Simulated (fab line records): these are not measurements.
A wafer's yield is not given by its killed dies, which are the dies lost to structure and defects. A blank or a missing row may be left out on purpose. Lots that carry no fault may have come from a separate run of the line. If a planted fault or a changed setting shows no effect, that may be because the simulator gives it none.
A struck lot beside a sound one :: flow sky130 :: 15 out of 708 route steps
Sound: these wafers, L935.1, L935.3, L935.4. Wafers struck: L931.1, L931.5, L931.6. Last of all comes the cause.
For every step that has rows: the tool of each side, followed by ch and its chambers, followed by its first start. Under that, the readings that differ: sound wafers :: struck wafers :: difference of the means :: sigmas: that difference in standard deviations of wafers without a fault.
alike: a reading whose means differ by less than 2 such deviations, as well as words and numbers matching on both sides. not compared: withheld readings; readings where some wafer has no value; bounds like >300 that might hide an equal value; numbers whose values overlap and for which the record gives no deviation.
The two part at a step that has a row with sigmas, a row that says differs or no value, or rows on one side only. When numbers do not overlap yet have no deviation, they are printed without sigmas and do not part them. A reading that every wafer of one side lacks parts them only if that side has two wafers or more.

first, 5 steps without rows for these wafers: SKY_LI_CONTACT_COAT_07 (resist thk 450 nm); SKY_LI_CONTACT_SOFTBAKE_08 (time 90 s); SKY_LI_CONTACT_EXPOSE_09 (exposes mask LICM1, target cd 170 nm); SKY_LI_CONTACT_PEB_10; SKY_LI_CONTACT_DEVELOP_11 (develop time 60 s).
SKY_LI_CONTACT_CD_MEAS_12 targets a cd of 170 nm.
  struck on cd sem-01, day 34 14:52; sound on cd sem-02, day 35 20:43
  alike: cd nm
SKY_LI_CONTACT_OVL_MEAS_13:
  struck on overlay-01, day 34 14:59; sound on overlay-01, day 35 20:52
  alike: LI_CONTACT_OVL
SKY_LI_CONTACT_ETCH_14: etches BARC in N2/H2, stops on SiO2, time 44.67 s, target depth 60 nm.
  sound on rie diel-04 ch 1,2,3, day 35 20:55; struck on rie diel-03 ch 0,1, day 34 15:01
  alike: drypump motor current A, oes product au, throttle valve pct
  not compared: rf hours counter h
SKY_LI_CONTACT_ETCH_15: etches PSG in C4F8/O2/Ar, stops on Si, target depth 600 nm.
  sound on rie diel-04 ch 1,2,3, day 35 20:57; struck on rie diel-03 ch 0,1, day 34 15:03
  alike: oes product au
SKY_LI_CONTACT_STRIP_16: strips in O2/N2.
  sound on plasma asher-04 ch 0,1, day 35 21:02; struck on plasma asher-04 ch 0,1, day 34 15:08
  alike: drypump motor current A, oes product au, strip time to endpoint s
  not compared: rf hours counter h
then, 2 steps without rows for these wafers: SKY_LI_CONTACT_CLEAN_17 (cleans in NMP, time 600 s); SKY_LI_CONTACT_PRE_CLEAN_18 (time 5.6 s).
SKY_LI_CONTACT_SPUTTER_19: material Ti, target thk 20 nm, time 106.37 s.
  struck on pvd sputter-03, day 34 15:26; sound on pvd sputter-03, day 35 21:20
  no value came back on the struck wafers for cathode dc power W (W), chamber pressure pa (Pa), substrate temp c (C), throttle valve pct (%); on the sound wafers cathode dc power W (W) reads 2499.5 2499.2 2499.3
SKY_LI_CONTACT_SPUTTER_20: material TiN, target thk 20 nm, time 80 s.
  struck on pvd sputter-03, day 34 15:31; sound on pvd sputter-03, day 35 21:25
  alike: cathode dc power W, chamber pressure pa, throttle valve pct
-- here the record skips 15 days between the struck wafers' starts before and after, leaving off in module LI_CONTACT and picking up in module PAD_OPEN (first step shown: number 708 of the route) --
SKY_PAD_OPEN_PROBE_99:
  only the struck wafers here have rows in the record (prober-01, day 49 19:09); the sound ones have none

## WHERE THEY PART
Earliest at SKY_LI_CONTACT_SPUTTER_19; latest, in this record, at SKY_PAD_OPEN_PROBE_99.

WHY: the cause the simulator had injected
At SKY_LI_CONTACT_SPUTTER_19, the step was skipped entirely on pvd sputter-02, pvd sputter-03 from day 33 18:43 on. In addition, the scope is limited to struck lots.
